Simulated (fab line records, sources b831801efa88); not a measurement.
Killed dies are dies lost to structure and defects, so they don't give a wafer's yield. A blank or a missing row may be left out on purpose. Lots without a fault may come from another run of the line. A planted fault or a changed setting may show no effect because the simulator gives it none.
Which tool did it? | flow gf180mcu | 13 lots, 39 wafers sampled, at 5 steps of a route of 602

WHAT THE GAUGES READ, wafer by wafer
GF_STI_THK_MEAS_02. Usual: STI_OXIDATION_THK 10.01 nm, standard deviation 0.16.
lot  | measured    | on            | STI_OXIDATION_THK (nm) | flag
L652 | day 1 14:16 | film_metro-03 | 9.99 9.94 10.24        |
L653 | day 1 16:47 | film_metro-03 | 10.00 10.07 10.13      |
L655 | day 2 04:23 | film_metro-01 | 10.13 10.06 10.15      |
L656 | day 2 07:31 | film_metro-04 | 9.94 9.98 9.90         |
L657 | day 2 15:46 | film_metro-01 | 9.89 9.98 9.96         |
L658 | day 2 19:50 | film_metro-01 | 10.05 10.13 10.07      |
L660 | day 3 05:29 | film_metro-01 | 10.10 10.04 10.15      |
L659 | day 3 05:30 | film_metro-03 | 9.95 9.82 9.83         |
L661 | day 3 09:56 | film_metro-04 | 9.93 9.93 9.95         |
L662 | day 3 13:52 | film_metro-04 | 10.17 10.24 10.39      |
L665 | day 4 05:11 | film_metro-01 | 10.13 9.96 9.97        |
L666 | day 4 10:28 | film_metro-04 | 9.89 9.78 9.93         |
L673 | day 5 20:34 | film_metro-04 | 10.11 10.18 10.21      |

GF_SAB_CD_MEAS_09: target cd 420 nm. Usual: cd_nm 419.4 nm, standard deviation 2.4.
lot  | measured     | on        | cd_nm (nm)        | flag
L652 | day 14 11:05 | cd_sem-01 | 419.6 419.9 418.9 |
L653 | day 14 17:41 | cd_sem-01 | 423.1 422.0 421.6 |
L655 | day 15 19:05 | cd_sem-01 | 425.1 423.8 425.5 |
L656 | day 16 07:22 | cd_sem-01 | 419.0 419.6 422.3 |
L657 | day 16 13:25 | cd_sem-01 | 421.0 418.3 419.2 |
L658 | day 16 19:58 | cd_sem-01 | 421.6 421.4 420.3 |
L660 | day 17 17:10 | cd_sem-02 | 417.0 414.6 416.8 |
L659 | day 17 13:20 | cd_sem-01 | 416.1 417.1 419.0 |
L661 | day 17 17:53 | cd_sem-02 | 419.3 418.6 418.2 |
L662 | day 17 23:07 | cd_sem-02 | 423.4 422.7 422.0 |
L665 | day 19 14:10 | cd_sem-02 | 418.8 418.8 420.5 |
L666 | day 19 15:43 | cd_sem-02 | 416.7 417.5 417.1 |
L673 | day 22 00:05 | cd_sem-01 | 421.4 419.7 420.8 |

GF_V1_BOW_MEAS_05. Usual: V1_BOW 83 um, standard deviation 8.4.
lot  | measured     | on            | V1_BOW (um) | flag
L652 | day 16 11:46 | film_metro-04 | 93 101 91   |
L653 | day 16 18:45 | film_metro-04 | 69 81 82    |
L655 | day 17 21:02 | film_metro-04 | 81 79 91    |
L656 | day 18 09:47 | film_metro-03 | 83 88 91    |
L657 | day 18 17:35 | film_metro-01 | 104 92 86   |
L658 | day 18 23:43 | film_metro-01 | 92 75 82    |
L660 | day 19 21:36 | film_metro-04 | 81 91 94    |
L659 | day 19 18:22 | film_metro-01 | 94 79 89    |
L661 | day 19 22:50 | film_metro-03 | 96 87 81    |
L662 | day 20 01:52 | film_metro-03 | 87 67 82    |
L665 | day 21 17:08 | film_metro-04 | 79 64 53    |
L666 | day 21 18:58 | film_metro-01 | 81 81 79    |
L673 | day 24 02:49 | film_metro-01 | 79 94 72    |

WHICH TOOL RAN EACH LOT (tool, then ch and the chambers of the sampled wafers, then the start)
lot  | GF_VT_IMPLANT_COAT_02             | GF_VT_IMPLANT_STRIP_09
L652 | litho_track-01 ch 0, day 5 09:59  | plasma_asher-03 ch 0,1, day 5 17:17
L653 | litho_track-03 ch 0, day 5 15:32  | plasma_asher-02 ch 0,1, day 5 23:06
L655 | litho_track-01 ch 0, day 6 02:43  | plasma_asher-04 ch 0,1, day 6 10:38
L656 | litho_track-02 ch 0, day 6 17:14  | plasma_asher-04 ch 0,1, day 7 00:44
L657 | litho_track-03 ch 0, day 6 18:01  | plasma_asher-03 ch 0,1, day 7 01:38
L658 | litho_track-02 ch 0, day 7 00:08  | plasma_asher-04 ch 0,1, day 7 07:51
L660 | litho_track-02 ch 0, day 7 13:01  | plasma_asher-04 ch 0,1, day 7 20:47
L659 | litho_track-02 ch 0, day 7 12:26  | plasma_asher-03 ch 0,1, day 7 20:15
L661 | litho_track-02 ch 0, day 7 17:55  | plasma_asher-02 ch 0,1, day 8 02:18
L662 | litho_track-01 ch 0, day 7 22:34  | plasma_asher-02 ch 0,1, day 8 07:06
L665 | litho_track-01 ch 0, day 8 16:02  | plasma_asher-02 ch 0,1, day 9 01:03
L666 | litho_track-01 ch 0, day 8 20:52  | plasma_asher-04 ch 0,1, day 9 06:24
L673 | litho_track-03 ch 0, day 10 14:35 | plasma_asher-02 ch 0,1, day 11 00:32
- GF_VT_IMPLANT_COAT_02: resist thk 1000 nm.
- GF_VT_IMPLANT_STRIP_09: strips in O2/N2.

WHAT THE TOOLS THEMSELVES READ (means of the sampled wafers that have a number; where no wafer has one, the mark that the record gives instead)
GF_VT_IMPLANT_COAT_02. Usual: resist_line_temp_C 23.00 C, standard deviation 0.11.
lot  | tool           | resist_line_temp_C (C) | flag
L652 | litho_track-01 | 23.14                  |
L653 | litho_track-03 | 23.08                  |
L655 | litho_track-01 | 23.04                  |
L656 | litho_track-02 | 22.89                  |
L657 | litho_track-03 | 22.94                  |
L658 | litho_track-02 | 23.03                  |
L660 | litho_track-02 | 23.03                  |
L659 | litho_track-02 | 22.97                  |
L661 | litho_track-02 | 23.07                  |
L662 | litho_track-01 | 22.84                  |
L665 | litho_track-01 | 23.15                  |
L666 | litho_track-01 | 23.06                  |
L673 | litho_track-03 | 23.11                  |

GF_VT_IMPLANT_STRIP_09. Usual: drypump_motor_current_A 5.8 A, standard deviation 0.34; heater_power_w 324 W, standard deviation 13; oes_product_au 0.716 a.u., standard deviation 0.0045; strip_time_to_endpoint_s 12.59 s, standard deviation 0.032.
lot  | tool            | drypump_motor_current_A (A) | heater_power_w (W) | oes_product_au (a.u.) | strip_time_to_endpoint_s (s) | flag
L652 | plasma_asher-03 | 5.9                         | 306                | 0.713                 | 12.55                        |
L653 | plasma_asher-02 | 5.7                         | 326                | 0.714                 | 12.63                        |
L655 | plasma_asher-04 | 5.7                         | 332                | 0.715                 | 12.60                        |
L656 | plasma_asher-04 | 5.6                         | 325                | 0.719                 | 12.53                        |
L657 | plasma_asher-03 | 5.7                         | 316                | 0.719                 | 12.59                        |
L658 | plasma_asher-04 | 5.7                         | 326                | 0.713                 | 12.59                        |
L660 | plasma_asher-04 | 5.7                         | 332                | 0.719                 | 12.53                        |
L659 | plasma_asher-03 | 5.9                         | 309                | 0.713                 | 12.58                        |
L661 | plasma_asher-02 | 5.8                         | 329                | 0.717                 | 12.58                        |
L662 | plasma_asher-02 | 5.7                         | 336                | 0.715                 | 12.57                        |
L665 | plasma_asher-02 | 5.7                         | 330                | 0.718                 | 11.73                        | OFF
L666 | plasma_asher-04 | 5.7                         | 330                | 0.716                 | 11.80                        | OFF
L673 | plasma_asher-02 | 6.0                         | 330                | 0.717                 | 12.63                        |

THE ANSWER, worked out from the rows above alone
Rule: a lot is off if the mean of its wafers that have a number lies more than 3 standard deviations from the usual mean. A lot without any number at a reading at which 4 lots or more have one is off too. The other lots that the step has rows for count as sound. The gauges are gone through in route order, then the tools' own readings, and for those a lot's mean is taken as printed above. The first step at which some lot is off is used, and at that step the reading that is off furthest; a lot without a number counts as furthest.
Off: L665, L666, at GF_VT_IMPLANT_STRIP_09 (strip_time_to_endpoint_s).
A tool fits if, at that step or a process step before it, it ran every lot that is off, and no sound lot after the first of them. One fits: litho_track-01 at GF_VT_IMPLANT_COAT_02. Its last sound lot is L662 (day 7 22:34), its first lot that is off L665 (day 8 16:02): a fault that began between those two fits.

WHAT THE SIMULATOR HAD PUT IN
Process parameter drift: litho_track-01, from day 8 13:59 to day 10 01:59, at GF_VT_IMPLANT_COAT_02. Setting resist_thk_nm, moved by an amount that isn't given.
Lots struck among those shown: L665, L666. The rule above found the same.
